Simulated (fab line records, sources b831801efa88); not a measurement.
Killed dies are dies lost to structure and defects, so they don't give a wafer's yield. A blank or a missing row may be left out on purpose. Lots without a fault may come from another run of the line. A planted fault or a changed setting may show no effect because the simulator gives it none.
Which tool did it? | flow sky130 | 7 lots, 21 wafers sampled, at 2 steps of a route of 708

WHAT THE GAUGES READ, wafer by wafer
SKY_DNWELL_TW_MEAS_09.
lot  | measured    | on            | DNWELL_TW
L904 | day 3 19:19 | film_metro-01 | 1103 1109 1110
L907 | day 4 19:14 | film_metro-01 | 30 29 30
L909 | day 5 02:32 | film_metro-02 | 30 30 30
L911 | day 5 15:08 | film_metro-02 | 1124 1120 1122
L915 | day 6 08:51 | film_metro-01 | 1097 1100 1105
L918 | day 7 01:50 | film_metro-01 | 1089 1092 1091
L920 | day 7 12:52 | film_metro-02 | 1121 1120 1116

WHICH TOOL RAN EACH LOT (tool, then ch and the chambers of the sampled wafers, then the start)
lot  | SKY_DNWELL_DEVELOP_06
L904 | litho_track-03 ch 0, day 3 18:00
L907 | litho_track-02, day 4 18:00
L909 | litho_track-04, day 5 02:00
L911 | litho_track-04 ch 0, day 5 14:00
L915 | litho_track-04 ch 0, day 6 08:00
L918 | litho_track-04 ch 0, day 7 01:00
L920 | litho_track-03 ch 0, day 7 12:00
- SKY_DNWELL_DEVELOP_06: develop time 60 s.

THE ANSWER, worked out from the rows above alone
Rule: what is usual is taken from the lots themselves. Put in order of their means at a reading, lots are off if they are a third of the lots or fewer, leave a main group of 4 or more, and stand apart from it by a gap of 3 or more times the standard deviation of the main group's means; of several such gaps the widest counts. A main group whose means are all the same, to the digits that the tables above print for the reading, isn't used. A lot without any number at a reading at which 4 lots or more have one is off too. The other lots that the step has rows for count as sound.
Off: L907, L909, at SKY_DNWELL_TW_MEAS_09 (DNWELL_TW). The main group: mean 1108, standard deviation 12.
A tool fits if, at a process step before that reading, it ran every lot that is off, and no sound lot after the first of them. The gauges at SKY_DNWELL_TW_MEAS_09 are tried like those tools. None of those tried fits.

WHAT THE SIMULATOR HAD PUT IN
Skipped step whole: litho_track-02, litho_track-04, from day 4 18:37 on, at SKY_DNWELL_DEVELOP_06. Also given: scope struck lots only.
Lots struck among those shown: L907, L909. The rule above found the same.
